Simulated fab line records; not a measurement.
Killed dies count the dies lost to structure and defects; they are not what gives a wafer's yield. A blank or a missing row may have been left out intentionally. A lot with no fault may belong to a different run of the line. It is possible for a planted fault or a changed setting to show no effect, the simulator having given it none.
Comparing a struck lot with a sound one / flow sky130 / 14 out of 708 route steps
Sound: wafers L191.1, L191.5, L191.6. Struck: wafers L202.2, L202.4, L202.6. At the end, the cause is stated.
For every step that has rows: the tool of each side, followed by ch and its chambers, followed by its first start. Under that, the readings that differ: sound wafers / struck wafers / difference of the means / sigmas: that difference in standard deviations of wafers without a fault.
alike: readings whose means differ by less than 2 such deviations, and words and numbers that are the same on both sides. not compared: withheld readings, readings that some wafer has no value for, bounds like >300 that may hide the same value, and numbers for which the record gives no deviation and whose values overlap.
The two part at a step that has a row with sigmas, a row that says differs or no value, or rows on one side only. Non-overlapping numbers with no deviation appear without sigmas and do not part them. Lack of a reading on every wafer of one side parts them only where that side has two or more wafers.

first, 8 steps without rows for these wafers: SKY_VIA2_DEHYDRATE_04 (time 60 s); SKY_VIA2_HMDS_05 (prime time 60 s); SKY_VIA2_COAT_06 (resist thk 60 nm); SKY_VIA2_COAT_07 (resist thk 450 nm); SKY_VIA2_SOFTBAKE_08 (time 90 s); SKY_VIA2_EXPOSE_09 (exposes mask VIM2, target cd 200 nm); SKY_VIA2_PEB_10; SKY_VIA2_DEVELOP_11 (develop time 60 s).
SKY_VIA2_CD_MEAS_12: the cd target is 200 nm.
  sound on cd sem-02 at day 37 01:58; struck on cd sem-01 at day 40 12:43
  alike: cd nm
SKY_VIA2_OVL_MEAS_13:
  sound on overlay-01 at day 37 02:05; struck on overlay-01 at day 40 12:50
  alike: VIA2_OVL
SKY_VIA2_ETCH_14: etches BARC in N2/H2, stops on SiO2, time 45.9 s, target depth 60 nm.
  sound on rie diel-03 ch 0,1, day 37 02:07; struck on rie diel-02 ch 0,2,3, day 40 12:52
  alike: drypump motor current A, oes product au, throttle valve pct
  not compared: rf hours counter h
SKY_VIA2_ETCH_15: etches SiO2 in C4F8/O2/Ar, stops on TiN, target depth 546 nm, time 84 s.
  sound on rie diel-03 ch 0,1, day 37 02:10; struck on rie diel-02 ch 0,2,3, day 40 12:54
  alike: oes product au
  not compared: rf hours counter h
SKY_VIA2_STRIP_16: strips in O2/N2.
  sound on plasma asher-04 ch 0,1, day 37 02:14; struck on plasma asher-02 ch 0, day 40 12:58
  no value came back on the struck wafers for chamber pressure mTorr (mTorr), drypump motor current A (A), oes product au (a.u.), strip time to endpoint s (s); on the sound wafers chamber pressure mTorr (mTorr) reads 1498.1 1499.7 1500.3
reading=model.KrF-thick_of_VIA2_COAT_07.thk nm (nm); sound=0 0 0; struck=285.6 288.7 287.9; difference=+287.4; sigmas=
  not compared: rf hours counter h
then, 1 step without rows for these wafers: SKY_VIA2_STRIP_17 (strips in post etch residue remover, time 1200 s).

## WHERE THEY PART
SKY_VIA2_STRIP_16 only, going by this record.

WHY: what the simulator had put in
Skipped step whole: plasma asher-02, from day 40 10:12 on, at SKY_VIA2_STRIP_16. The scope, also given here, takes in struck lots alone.
